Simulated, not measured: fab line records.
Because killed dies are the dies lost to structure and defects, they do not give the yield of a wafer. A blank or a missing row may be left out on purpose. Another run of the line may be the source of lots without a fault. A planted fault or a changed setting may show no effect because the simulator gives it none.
8D (eight disciplines) problem report, filled in by code | flow gf180mcu | the parts of the form that need people (team, actions taken, sign-off) are left out

## 1. WHAT IS WRONG
Mean PSD_TW at GF_PSD_TW_MEAS_11: 3015 over 6 wafers in 2 lots; fault-free wafers: 3200, standard deviation 13. Relative to the usual mean, that is a shift of -14 standard deviations.
First observed at day 19 11:25: wafer L536.1, on filmMetro-02. Wafers with a number at this step in the record: 33, from 11 lots. Rule for "out", or "out of limits": more than 4 standard deviations from the usual mean. The other wafers with a number count as sound.

## 2. WHAT THIS IS AND IS NOT
question                    | is                     | is not
which readings at this step | PSD_TW                 | -
which lots                  | L536, L538             | L523, L524, L525, L526, L529, L541, L542, L544, L545
which wafers of those lots  | all that have a number | -
read on which gauges        | filmMetro-02           | filmMetro-01, filmMetro-03
when                        | from day 19 11:25      | up to then (15 sound wafers); but 12 sound wafers of L541, L542, L544, L545 came after

## 3. WHAT RULES OUT EACH SUSPECT
Counting: a tool at a process step up to the reading stays a suspect if it ran every lot that is out and no sound lot after the first of them.
- the gauge at GF_PSD_TW_MEAS_11 has been ruled out. All the wafers that are out were read on filmMetro-02, but those of them that GF_PSD_IMPLANT_09 has rows for are out there too, on other tools.
- implanter-03 at GF_PSD_IMPLANT_09: kept. It processed each lot that is out, first L536 at day 19 11:10, and no sound lot thereafter; up to then, the last sound lot it processed was L529 at day 16 21:52. On those wafers its own readings are out: beamOnS, faradayCurrentUA.
The count leaves implanter-03 at GF_PSD_IMPLANT_09.

## 4. THE CAUSE (what the simulator had put in)
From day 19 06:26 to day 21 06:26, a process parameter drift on implanter-03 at GF_PSD_IMPLANT_09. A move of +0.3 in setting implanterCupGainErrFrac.
Only this tool survived the counting.

## 5. SEQUENCE OF EFFECTS, ordered by route
Each row: a reading where the mean over the struck wafers with a number is more than 3 standard deviations away from the usual. Readings are gone through only where the record gives a usual standard deviation; hours: the median, over the lots, of the time from a lot's start at the first step in this table giving one to that lot's start at this step; sigmas: the change measured in usual standard deviations.
hours | step              | reading              | usual         | on struck wafers | change | sigmas
0     | GF_PSD_IMPLANT_09 | beamOnS              | 9.99 s        | 7.66             | -2.33  | -11
0     | GF_PSD_IMPLANT_09 | faradayCurrentUA     | 8261          | 10760            | +2499  | +15
0     | GF_PSD_STRIP_10   | oesProductAu         | 0.592 a.u.    | 0.609            | +0.017 | +3.9
0     | GF_PSD_STRIP_10   | stripTimeToEndpointS | 16.52 s       | 15.73            | -0.79  | -22
0     | GF_PSD_TW_MEAS_11 | PSD_TW               | 3200          | 3015             | -185   | -14
1     | GF_PSD_RS_MEAS_15 | PSD_RS               | 108.53 ohm/sq | 122.76           | +14.23 | +49
It contains these process steps:
- GF_PSD_IMPLANT_09
- GF_PSD_STRIP_10: strips in O2/N2.

## 6. HOW IT WOULD HAVE BEEN CAUGHT EARLIER
In this record the first reading out of limits at a measuring or inspecting step was taken at day 19 11:25, 5 hours after the fault began at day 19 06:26.
The tool's own readings at GF_PSD_IMPLANT_09 were out on every struck wafer that the step has a row for (beamOnS, faradayCurrentUA): an alarm limit on them would have fired on the first of those.
Among the 2 lots that are out, L538 began GF_PSD_IMPLANT_09 on implanter-03 after day 19 11:25. Putting the tool on hold at that point would have spared it.
